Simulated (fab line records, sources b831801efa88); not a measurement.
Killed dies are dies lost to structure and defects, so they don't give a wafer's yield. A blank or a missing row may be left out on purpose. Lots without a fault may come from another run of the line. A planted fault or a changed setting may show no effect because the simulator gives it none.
Which tool did it? | flow gf180mcu | 11 lots, 33 wafers sampled, at 6 steps of a route of 602

WHAT THE GAUGES READ, wafer by wafer
GF_LVPWELL_TW_MEAS_11.
lot  | measured    | on            | LVPWELL_TW
L930 | day 4 02:25 | film_metro-04 | 549 549 550
L932 | day 4 13:35 | film_metro-03 | 561 559 560
L936 | day 5 10:55 | film_metro-04 | 552 554 550
L944 | day 7 09:50 | film_metro-03 | 560 559 558
L945 | day 7 16:02 | film_metro-01 | 561 555 558
L946 | day 7 20:23 | film_metro-01 | 559 555 556
L948 | day 8 08:34 | film_metro-04 | 553 552 548
L949 | day 8 12:28 | film_metro-03 | 561 562 563
L950 | day 8 18:34 | film_metro-03 | 562 562 564
L951 | day 8 23:08 | film_metro-04 | 550 552 550
L952 | day 9 06:46 | film_metro-04 | 550 551 552

GF_MVPSD_OVL_MEAS_07.
lot  | measured     | on         | MVPSD_OVL (nm)
L930 | day 5 06:32  | overlay-02 | -1.5 -0.4 -1.0
L932 | day 5 17:29  | overlay-01 | 1.4 1.8 1.2
L936 | day 6 16:56  | overlay-02 | 0.8 1.0 1.5
L944 | day 8 18:50  | overlay-01 | 1.2 -0.5 2.4
L945 | day 9 01:08  | overlay-02 | -0.9 1.3 1.0
L946 | day 9 05:23  | overlay-01 | 0.4 -1.1 0.3
L948 | day 9 18:43  | overlay-02 | -2.7 -1.0 -0.1
L949 | day 9 23:22  | overlay-01 | -1.2 -0.6 -0.1
L950 | day 10 05:20 | overlay-01 | 0.2 -1.0 -1.2
L951 | day 10 10:32 | overlay-02 | -3.4 -3.9 -3.6
L952 | day 10 18:34 | overlay-02 | -0.9 0.2 -1.0

GF_VT_IMPLANT_TW_MEAS_32.
lot  | measured     | on            | VT_IMPLANT_3_TW
L930 | day 7 03:16  | film_metro-04 | 261.3 260.8 260.6
L932 | day 7 16:37  | film_metro-03 | 263.5 265.3 264.9
L936 | day 8 17:49  | film_metro-03 | 30.3 30.1 30.3
L944 | day 11 01:44 | film_metro-04 | 260.6 262.7 262.3
L945 | day 11 07:23 | film_metro-04 | 262.1 261.4 261.2
L946 | day 11 12:10 | film_metro-02 | 265.9 267.0 265.2
L948 | day 12 02:07 | film_metro-04 | 264.1 261.3 264.7
L949 | day 12 08:10 | film_metro-02 | 265.4 264.7 263.3
L950 | day 12 16:28 | film_metro-02 | 263.8 265.1 265.0
L951 | day 12 23:43 | film_metro-03 | 269.8 266.6 268.3
L952 | day 13 03:28 | film_metro-02 | 265.0 262.9 263.6

WHICH TOOL RAN EACH LOT (tool, then ch and the chambers of the sampled wafers, then the start)
lot  | GF_VT_IMPLANT_STRIP_09               | GF_VT_IMPLANT_STRIP_20               | GF_VT_IMPLANT_STRIP_31
L930 | plasma_asher-03 ch 0,1, day 5 21:10  | plasma_asher-01 ch 0,1, day 6 12:04  | plasma_asher-03 ch 0,1, day 7 03:10
L932 | plasma_asher-03 ch 0,1, day 6 09:10  | plasma_asher-01 ch 0,1, day 7 00:49  | plasma_asher-04 ch 0,1, day 7 16:31
L936 | plasma_asher-04 ch 0,1, day 7 09:13  | plasma_asher-03 ch 1, day 8 00:58    | plasma_asher-04 ch 0,1, day 8 17:43
L944 | plasma_asher-04 ch 0,1, day 9 12:57  | plasma_asher-03 ch 0,1, day 10 06:41 | plasma_asher-03 ch 0,1, day 11 01:39
L945 | plasma_asher-03 ch 0,1, day 9 19:14  | plasma_asher-03 ch 0,1, day 10 12:39 | plasma_asher-04 ch 0,1, day 11 07:17
L946 | plasma_asher-04 ch 0,1, day 9 23:28  | plasma_asher-01 ch 1, day 10 17:19   | plasma_asher-04 ch 0,1, day 11 12:04
L948 | plasma_asher-04 ch 0,1, day 10 12:34 | plasma_asher-01 ch 0,1, day 11 07:01 | plasma_asher-04 ch 0,1, day 12 02:01
L949 | plasma_asher-04 ch 0,1, day 10 17:46 | plasma_asher-01 ch 0,1, day 11 12:22 | plasma_asher-01 ch 0,1, day 12 08:04
L950 | plasma_asher-04 ch 0,1, day 11 01:10 | plasma_asher-03 ch 0,1, day 11 20:55 | plasma_asher-04 ch 0,1, day 12 16:22
L951 | plasma_asher-04 ch 0,1, day 11 05:46 | plasma_asher-03 ch 0,1, day 12 00:25 | plasma_asher-03 ch 0,1, day 12 23:37
L952 | plasma_asher-04 ch 0,1, day 11 13:19 | plasma_asher-04 ch 0,1, day 12 08:43 | plasma_asher-04 ch 0,1, day 13 03:22
- GF_VT_IMPLANT_STRIP_09: strips in O2/N2.
- GF_VT_IMPLANT_STRIP_20: strips in O2/N2.
- GF_VT_IMPLANT_STRIP_31: strips in O2/N2.

WHAT THE TOOLS THEMSELVES READ (means of the sampled wafers that have a number; where no wafer has one, the mark that the record gives instead)
GF_VT_IMPLANT_STRIP_09.
lot  | tool            | chamber_pressure_mTorr (mTorr) | drypump_motor_current_A (A) | heater_power_w (W) | oes_product_au (a.u.) | platen_temp_c (C) | strip_time_to_endpoint_s (s)
L930 | plasma_asher-03 | 1499.6                         | 5.5                         | 315                | 0.712                 | 250.04            | 12.64
L932 | plasma_asher-03 | 1500.1                         | 5.5                         | 318                | 0.717                 | 250.05            | 12.55
L936 | plasma_asher-04 | 1499.7                         | 6.5                         | 346                | 0.716                 | 249.99            | 12.62
L944 | plasma_asher-04 | 1500.6                         | 6.4                         | 343                | 0.716                 | 250.01            | 12.60
L945 | plasma_asher-03 | 1500.6                         | 5.5                         | 323                | 0.720                 | 250.05            | 12.66
L946 | plasma_asher-04 | 1500.5                         | 6.4                         | 346                | 0.713                 | 250.01            | 12.62
L948 | plasma_asher-04 | 1499.3                         | 6.4                         | 346                | 0.715                 | 250.01            | 12.60
L949 | plasma_asher-04 | 1499.2                         | 6.4                         | 346                | 0.716                 | 249.94            | 12.66
L950 | plasma_asher-04 | 1498.5                         | 6.5                         | 346                | 0.717                 | 250.18            | 12.63
L951 | plasma_asher-04 | 1499.4                         | 6.5                         | 349                | 0.713                 | 250.08            | 12.59
L952 | plasma_asher-04 | 1500.8                         | 6.4                         | 351                | 0.720                 | 249.96            | 12.54

GF_VT_IMPLANT_STRIP_20.
lot  | tool            | chamber_pressure_mTorr (mTorr) | drypump_motor_current_A (A) | heater_power_w (W) | oes_product_au (a.u.) | platen_temp_c (C) | strip_time_to_endpoint_s (s)
L930 | plasma_asher-01 | 1500.0                         | 6.5                         | 332                | 0.718                 | 249.92            | 12.65
L932 | plasma_asher-01 | 1499.5                         | 6.5                         | 334                | 0.714                 | 249.94            | 12.64
L936 | plasma_asher-03 | 1500.4                         | 5.5                         | 318                | 0.930                 | 250.10            | -
L944 | plasma_asher-03 | 1500.2                         | 5.5                         | 315                | 0.717                 | 250.00            | 12.63
L945 | plasma_asher-03 | 1500.5                         | 5.5                         | 317                | 0.718                 | 250.01            | 12.69
L946 | plasma_asher-01 | 1500.2                         | 6.2                         | 340                | 0.712                 | 249.84            | 12.62
L948 | plasma_asher-01 | 1500.3                         | 6.3                         | 338                | 0.715                 | 250.03            | 12.60
L949 | plasma_asher-01 | 1499.3                         | 6.5                         | 335                | 0.714                 | 250.07            | 12.60
L950 | plasma_asher-03 | 1499.6                         | 5.5                         | 316                | 0.714                 | 250.09            | 12.58
L951 | plasma_asher-03 | 1498.9                         | 5.5                         | 318                | 0.720                 | 249.96            | 12.61
L952 | plasma_asher-04 | 1499.4                         | 6.5                         | 346                | 0.717                 | 249.96            | 12.61

GF_VT_IMPLANT_STRIP_31.
lot  | tool            | chamber_pressure_mTorr (mTorr) | drypump_motor_current_A (A) | heater_power_w (W) | oes_product_au (a.u.) | platen_temp_c (C) | strip_time_to_endpoint_s (s)
L930 | plasma_asher-03 | 1500.0                         | 5.5                         | 318                | 0.714                 | 249.89            | 12.63
L932 | plasma_asher-04 | 1499.1                         | 6.4                         | 353                | 0.717                 | 249.89            | 12.64
L936 | plasma_asher-04 | 1500.1                         | 6.4                         | 342                | 0.717                 | 250.08            | 20.59
L944 | plasma_asher-03 | 1500.3                         | 5.5                         | 317                | 0.713                 | 250.06            | 12.59
L945 | plasma_asher-04 | 1499.8                         | 6.5                         | 348                | 0.714                 | 249.85            | 12.59
L946 | plasma_asher-04 | 1499.9                         | 6.4                         | 350                | 0.711                 | 250.01            | 12.60
L948 | plasma_asher-04 | 1500.8                         | 6.4                         | 347                | 0.716                 | 249.93            | 12.62
L949 | plasma_asher-01 | 1499.4                         | 6.5                         | 340                | 0.720                 | 250.33            | 12.61
L950 | plasma_asher-04 | 1500.6                         | 6.4                         | 346                | 0.714                 | 249.95            | 12.65
L951 | plasma_asher-03 | 1500.7                         | 5.5                         | 321                | 0.715                 | 249.76            | 12.65
L952 | plasma_asher-04 | 1500.6                         | 6.5                         | 350                | 0.717                 | 249.98            | 12.66

THE ANSWER, worked out from the rows above alone
Rule: what is usual is taken from the lots themselves. Put in order of their means at a reading, lots are off if they are a third of the lots or fewer, leave a main group of 4 or more, and stand apart from it by a gap of 3 or more times the standard deviation of the main group's means; of several such gaps the widest counts. A main group whose means are all the same, to the digits that the tables above print for the reading, isn't used. A lot without any number at a reading at which 4 lots or more have one is off too. The other lots that the step has rows for count as sound. The gauges are gone through in route order, then the tools' own readings, and for those a lot's mean is taken as printed above. The first step at which some lot is off is used, and at that step the reading that is off furthest; a lot without a number counts as furthest.
Off: L936, at GF_VT_IMPLANT_TW_MEAS_32 (VT_IMPLANT_3_TW). The main group: mean 263.9, standard deviation 2.1.
A tool fits if, at a process step before that reading, it ran every lot that is off, and no sound lot after the first of them. The gauges at GF_VT_IMPLANT_TW_MEAS_32 aren't tried: what is off there is off at GF_VT_IMPLANT_STRIP_20 too, on other tools, and a gauge's error can't cause that. None of those tried fits.

WHAT THE SIMULATOR HAD PUT IN
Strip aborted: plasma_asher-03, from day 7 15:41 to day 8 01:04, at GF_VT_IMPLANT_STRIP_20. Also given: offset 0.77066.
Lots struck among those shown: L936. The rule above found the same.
